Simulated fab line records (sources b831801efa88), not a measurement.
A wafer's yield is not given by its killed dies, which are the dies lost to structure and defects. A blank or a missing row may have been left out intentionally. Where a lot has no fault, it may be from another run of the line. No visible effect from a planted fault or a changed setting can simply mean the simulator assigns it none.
The tool behind it: which one? | flow sky130 | 12 lots, 36 wafers sampled, at 3 steps of a route of 708

== WHAT THE GAUGES SHOWED, per wafer ==
SKY_VT_ADJUST_HVTR_CD_MEAS_07 targets a cd of 380 nm.
lot  | measured     | on       | cdNm (nm)
L407 | day 9 13:03  | cdSem-01 | 379.2 382.0 382.0
L411 | day 10 21:49 | cdSem-01 | 379.5 380.0 381.3
L413 | day 11 05:47 | cdSem-01 | 380.9 381.0 381.7
L415 | day 11 23:58 | cdSem-02 | 384.5 384.8 380.9
L417 | day 12 10:01 | cdSem-01 | 380.1 380.0 379.8
L418 | day 12 21:37 | cdSem-01 | 381.0 381.0 380.0
L419 | day 13 01:05 | cdSem-02 | 377.3 378.4 377.5
L424 | day 14 14:26 | cdSem-02 | 382.6 383.7 382.8
L427 | day 15 13:47 | cdSem-02 | 382.4 382.2 381.9
L428 | day 15 17:04 | cdSem-02 | 380.1 379.3 377.8
L429 | day 16 03:08 | cdSem-02 | 378.1 376.9 376.4
L430 | day 16 10:19 | cdSem-01 | 380.0 380.4 382.3

SKY_LDD_P_TW_MEAS_11.
lot  | measured     | on           | LDD_P_TW
L407 | day 19 02:50 | filmMetro-01 | 632 636 638
L411 | day 20 21:22 | filmMetro-03 | 642 639 641
L413 | day 21 09:44 | filmMetro-02 | 636 635 636
L415 | day 22 09:34 | filmMetro-01 | 639 641 638
L417 | day 22 17:31 | filmMetro-01 | 458 460 460
L418 | day 23 04:31 | filmMetro-02 | 454 454 457
L419 | day 23 12:20 | filmMetro-02 | 456 457 458
L424 | day 25 06:15 | filmMetro-01 | 639 639 637
L427 | day 26 04:13 | filmMetro-03 | 639 643 642
L428 | day 26 15:05 | filmMetro-03 | 639 642 643
L429 | day 26 17:50 | filmMetro-02 | 634 629 636
L430 | day 27 01:10 | filmMetro-01 | 639 640 638

== EACH LOT AND THE TOOL THAT RAN IT (in order: tool; ch and the chambers of the sampled wafers; start) ==
lot  | SKY_LDD_P_IMPLANT_09
L407 | implanter-02 ch 0, day 19 02:36
L411 | implanter-04 ch 0, day 20 21:07
L413 | implanter-02 ch 0, day 21 09:29
L415 | implanter-03 ch 0, day 22 09:20
L417 | implanter-02 ch 0, day 22 17:17
L418 | implanter-02 ch 0, day 23 04:16
L419 | implanter-02 ch 0, day 23 12:05
L424 | implanter-03 ch 0, day 25 06:03
L427 | implanter-04 ch 0, day 26 03:58
L428 | implanter-04 ch 0, day 26 14:52
L429 | implanter-02 ch 0, day 26 17:36
L430 | implanter-04 ch 0, day 27 00:55
- SKY_LDD_P_IMPLANT_09

== WHAT THE TOOLS THEMSELVES READ (means of the sampled wafers that have a number; where no wafer has one, the mark that the record gives instead) ==
SKY_LDD_P_IMPLANT_09.
lot  | tool         | doseIonsCm2 | faradayCurrentUA
L407 | implanter-02 | 1e+13       | 56.2
L411 | implanter-04 | 1e+13       | 56.6
L413 | implanter-02 | 1e+13       | 55.8
L415 | implanter-03 | 1e+13       | 56.7
L417 | implanter-02 | 3e+12       | 19.6
L418 | implanter-02 | 3e+12       | 19.5
L419 | implanter-02 | 3e+12       | 19.7
L424 | implanter-03 | 1e+13       | 55.6
L427 | implanter-04 | 1e+13       | 55.6
L428 | implanter-04 | 1e+13       | 57.0
L429 | implanter-02 | 1e+13       | 56.1
L430 | implanter-04 | 1e+13       | 55.6

== THE ANSWER, worked out from the rows above alone ==
Rule: the lots themselves supply what counts as usual. Put in order of their means at a reading, lots are off if they are a third of the lots or fewer, leave a main group of 4 or more, and stand apart from it by a gap of 3 or more times the standard deviation of the main group's means; of several such gaps the widest counts. Not used: any main group whose means are identical at the precision the tables above print for the reading. A lot without any number at a reading at which 4 lots or more have one is off too. Any other lot the step has rows for is counted as sound. The gauges are gone through in route order, then the tools' own readings, and for those a lot's mean is taken as printed above. The first step at which some lot is off is used, and at that step the reading that is off furthest; a lot without a number counts as furthest.
Off: L417, L418, L419, at SKY_LDD_P_TW_MEAS_11 (LDD_P_TW). Mean 638 and standard deviation 2.8 in the main group.
A tool fits if, at a process step before that reading, it ran every lot that is off, and no sound lot after the first of them. The gauges at SKY_LDD_P_TW_MEAS_11 aren't tried: what is off there is off at SKY_LDD_P_IMPLANT_09 too, on other tools, and a gauge's error can't cause that. Of those tried, none fits.

== WHAT HAD BEEN PUT IN BY THE SIMULATOR ==
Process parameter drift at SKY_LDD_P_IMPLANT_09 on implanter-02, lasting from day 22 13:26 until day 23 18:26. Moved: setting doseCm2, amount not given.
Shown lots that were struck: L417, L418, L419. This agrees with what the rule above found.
